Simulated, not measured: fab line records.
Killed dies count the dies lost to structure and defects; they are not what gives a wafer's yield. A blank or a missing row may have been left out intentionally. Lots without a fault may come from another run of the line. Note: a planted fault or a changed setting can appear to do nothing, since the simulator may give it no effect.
Comparing a struck lot with a sound one | flow sky130 | 16 steps out of a route of 708
Sound: the wafers L960.3, L960.5, L960.6. Struck: wafers L974.2, L974.3, L974.6. The cause is named last.
For every step that has rows: the tool of each side, followed by ch and its chambers, followed by its first start. Under that, the readings that differ: sound wafers | struck wafers | difference of the means | sigmas: that difference in standard deviations of wafers without a fault.
alike: readings with means less than 2 such deviations apart, plus words and numbers identical on both sides. not compared: withheld readings, readings lacking a value on some wafer, bounds such as >300 that could conceal the same value, and numbers that have no deviation in the record and whose values overlap.
Wherever a step has rows on one side only, a row that says differs or no value, or a row with sigmas, the two part there. Non-overlapping numbers with no deviation appear without sigmas and do not part them. A reading missing from all wafers of one side parts the sides only when that side holds two or more wafers.

first, 2 steps without rows for these wafers: SKY_NWELL_IMPLANT_12; SKY_NWELL_IMPLANT_13.
SKY_NWELL_STRIP_14: strips in O2/N2.
  sound on plasmaAsher-04 ch 0,1, day 4 21:34; struck on plasmaAsher-02 ch 1, day 8 08:55
reading                  | sound             | struck            | difference | sigmas
stripTimeToEndpointS (s) | 37.14 37.11 37.06 | 36.74 36.77 36.81 | -0.33      | -3
  alike: drypumpMotorCurrentA, oesProductAu
  not compared: rfHoursCounterH
SKY_NWELL_TW_MEAS_15:
  sound: filmMetro-01 at day 4 21:38; struck: filmMetro-01 at day 8 09:02
  alike: NWELL_TW
then, 7 steps without rows for these wafers: SKY_NWELL_DEHYDRATE_16 (time 60 s); SKY_NWELL_HMDS_17 (prime time 60 s); SKY_NWELL_COAT_18 (resist thk 3000 nm); SKY_NWELL_SOFTBAKE_19; SKY_NWELL_EXPOSE_20 (exposes mask NWM COMPLEMENT, target cd 840 nm); SKY_NWELL_PEB_21; SKY_NWELL_DEVELOP_22 (develop time 60 s).
SKY_NWELL_OVL_MEAS_23:
  sound: overlay-01 at day 5 14:47; struck: overlay-02 at day 9 05:50
  alike: NWELL_01_OVL
SKY_NWELL_IMPLANT_24:
  sound on implanter-01 ch 0, day 5 15:13; struck on implanter-01 ch 0, day 9 05:54
reading          | sound                       | struck                        | difference | sigmas
doseIonsCm2      | 9.203e+12 9.2e+12 9.207e+12 | 7.853e+12 7.846e+12 7.851e+12 | -1.353e+12 | -99 or more
faradayCurrentUA | 53.4 49.1 51.1              | 44.3 45.3 44.1                | -6.6       | -6
  alike: beamOnS
SKY_NWELL_STRIP_25: strips in O2/N2.
  sound on plasmaAsher-02 ch 0,1, day 5 15:22; struck on plasmaAsher-01 ch 0,1, day 9 06:01
reading                  | sound             | struck            | difference | sigmas
stripTimeToEndpointS (s) | 37.09 37.17 37.13 | 36.80 36.89 36.81 | -0.30      | -3
  alike: drypumpMotorCurrentA, oesProductAu
  not compared: rfHoursCounterH
SKY_NWELL_TW_MEAS_26:
  sound: filmMetro-04 at day 5 15:26; struck: filmMetro-03 at day 9 06:22
reading    | sound       | struck      | difference | sigmas
NWELL_2_TW | 499 501 502 | 464 466 465 | -36        | -6
  not compared: hold
-- the record jumps here: 42 days lie between the struck wafers' starts before and after (it left off in module NWELL and takes up again in module PAD_OPEN, whose first step shown is number 708 of the route) --
SKY_PAD_OPEN_PROBE_99:
  sound: prober-01 at day 46 20:03; struck: prober-01 at day 51 10:55
reading                               | sound                        | struck                       | difference | sigmas
model.etest.pfet_16v.rOnOhmUm         | 1.479e+04 1.51e+04 1.484e+04 | 1.617e+04 1.649e+04 1.61e+04 | +1.343e+03 | 
model.etest.resIsoPwell.rsOhmSq       | 2575 2668 2488               | 3305 3342 3220               | +712       | 
model.etest.resPwellUnderGate.rsOhmSq | 2287 2275 2272               | 2522 2537 2532               | +252       | 
model.etest.resIsoPwell.lineOhmUm     | 972.7 1005 937.4             | 1255 1260 1200               | +267       | 
model.etest.pfet_16v.driveUaUm        | 246.9 240.8 245.1            | 230.6 226.2 231.3            | -14.9      | 
  alike: killed_at_M0_to_M3, killed_at_M4_up, killedAtContacts, killedAtFrontEnd, killedAtOther, killedDies, killedOpen, killedShort
  not compared: model.etest.fieldN.vtV, model.etest.nfet_05v0_nvt.vtSatV, model.etest.nfet_05v0_nvt.vtV

WHERE THEY PART
Last at SKY_NWELL_TW_MEAS_26 as far as this record goes, first at SKY_NWELL_STRIP_14. Later steps at which nothing parts them and some readings are alike: SKY_PAD_OPEN_PROBE_99.

WHY: the cause the simulator had injected
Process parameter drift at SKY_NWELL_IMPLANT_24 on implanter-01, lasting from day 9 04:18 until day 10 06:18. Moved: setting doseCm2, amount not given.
